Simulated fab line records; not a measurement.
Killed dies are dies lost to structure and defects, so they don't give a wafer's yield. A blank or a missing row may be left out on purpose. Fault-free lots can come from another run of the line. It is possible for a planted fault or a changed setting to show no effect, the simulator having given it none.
Matching of chambers -- flow sfq line -- SFQ_TRILAYER_I7_CMP_CMP_184 on cmp-01: 4 sister chambers
The step polishes SiO2. 8 wafers are shown with their chamber, then 7 later ones without.

## WAFERS WITH THEIR CHAMBER
wafer,chamber,motor current A (A),time to endpoint s (s)
L692.1,2,10.2,195
L694.1,1,9.6,198
L694.3,2,10.9,197
L698.5,0,10.5,229
L698.6,1,9.8,215
L701.5,0,10.9,215
L701.6,3,9.3,211
L704.2,3,9.9,203

## WAFERS MISSING THEIR CHAMBER
wafer,motor current A (A),time to endpoint s (s)
L704.5,9.6,206
L706.4,10.1,217
L706.5,8.8,206
L706.6,10.4,221
L709.3,9.7,206
L709.2,10.4,207
L709.5,10.8,224

## THE CHAMBER EACH PASSED THROUGH
wafer,from the rows above,in truth
L704.5,can't be placed: 3 or 1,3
L706.4,can't be placed: 1 or 0 or 3 or 2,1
L706.5,can't be placed: 3 or 1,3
L706.6,can't be placed: 0 or 1 or 3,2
L709.3,can't be placed: 1 or 3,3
L709.2,can't be placed: 2 or 1 or 0 or 3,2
L709.5,0,0
1 of 7 placed correctly. Cannot be placed on the basis of these rows: 6; the candidates contain the true chamber in 5. Number placed wrongly: 0.
How it was worked out, from the rows above alone: a wafer's distance from a chamber is the root of the sum, over the readings, of the square of ((its reading less the chamber's mean) divided by the reading's scatter). The wafer belongs to the nearest chamber; if the next one is less than 2 further off, it can't be placed. For every chamber, the mean is computed from those of its wafers that are shown. The scatter: take each reading less its chamber's mean, square it, sum over the shown wafers, divide by the number of wafers less the number of chambers, and take the root.
